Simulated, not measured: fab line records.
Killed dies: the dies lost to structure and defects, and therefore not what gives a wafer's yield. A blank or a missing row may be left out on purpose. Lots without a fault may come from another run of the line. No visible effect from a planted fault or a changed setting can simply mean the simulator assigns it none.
Problem report, 8D (eight disciplines) form, completed by code | flow gf180mcu | the parts of the form that need people (team, actions taken, sign-off) are left out

1. PROBLEM STATEMENT
GF_V2_ETCH_17, oes_product_au: mean 0.903 a.u. over 1 wafer from 1 lot; wafers with no fault: 0.856 a.u., standard deviation 0.0042. That is +11 standard deviations from the usual mean.
The step: etches SiO2 in C4F8/O2/Ar, stops on TiN, target depth 630 nm.
The step gives no start for some of these wafers. The record has a number at this step for 36 wafers belonging to 12 lots. The rule behind "out" and "out of limits": a value lying over 4 standard deviations away from the usual mean. The other wafers with a number count as sound.

2. WHAT IT IS AND WHAT IT IS NOT
question                    | is             | is not
which readings at this step | oes_product_au | -
which lots                  | L529           | L517, L519, L520, L521, L523, L524, L526, L527, L538, L539, L540
which wafers of those lots  | L529.6         | L529.1, L529.2
read on which tools         | rie_diel-02    | rie_diel-01, rie_diel-04

3. SUSPECTS, AND WHAT RULES EACH OUT
Counting: a tool at a process step up to the reading stays a suspect if it ran every lot that is out. Sound lots after the first of them don't rule it out here, since some wafers of a struck lot are sound.
- cmp-02 at GF_V2_CMP_04 (polishes SiO2): kept. It processed L529, the lot that is out, at day 23 22:26, and its most recent sound lot before then was L527 at day 23 09:41.
- rie_diel-02 at GF_V2_ETCH_17 (etches SiO2 in C4F8/O2/Ar, stops on TiN, target depth 630 nm): kept. It processed L529, the lot that is out, at day 24 21:56, and its most recent sound lot before then was L526 at day 23 21:07. Its own readings are out on those wafers: oes_product_au. GF_V2_ETCH_17: start missing for some lots; hours and lot order therefore follow GF_V2_SPUTTER_21.
After counting, cmp-02 at GF_V2_CMP_04 and rie_diel-02 at GF_V2_ETCH_17 remain.

4. THE CAUSE (what the simulator had put in)
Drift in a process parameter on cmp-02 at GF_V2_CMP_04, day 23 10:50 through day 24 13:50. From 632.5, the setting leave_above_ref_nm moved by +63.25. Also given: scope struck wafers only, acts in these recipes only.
2 suspects survive the count, and this tool is in that group.

5. THE EFFECT CHAIN, in route order
Each row: a reading whose mean over the struck wafers that have a number lies more than 3 standard deviations from the usual. Only readings whose record carries a usual standard deviation are examined. hours: median over the lots of the time between each lot's start at the first step of this table that gives one and its start at this step. sigmas: the change, counted in usual standard deviations.
hours | step          | reading        | usual      | on struck wafers | change | sigmas
-     | GF_V2_ETCH_17 | oes_product_au | 0.856 a.u. | 0.903            | +0.047 | +11
Process steps it contains:
- GF_V2_ETCH_17: etches SiO2 in C4F8/O2/Ar, stops on TiN, target depth 630 nm.

6. HOW IT WOULD HAVE BEEN CAUGHT EARLIER
No tool reading at GF_V2_CMP_04 that has a usual standard deviation in the record was out on any struck wafer, so an alarm limit of 4 standard deviations on those readings would not have fired.
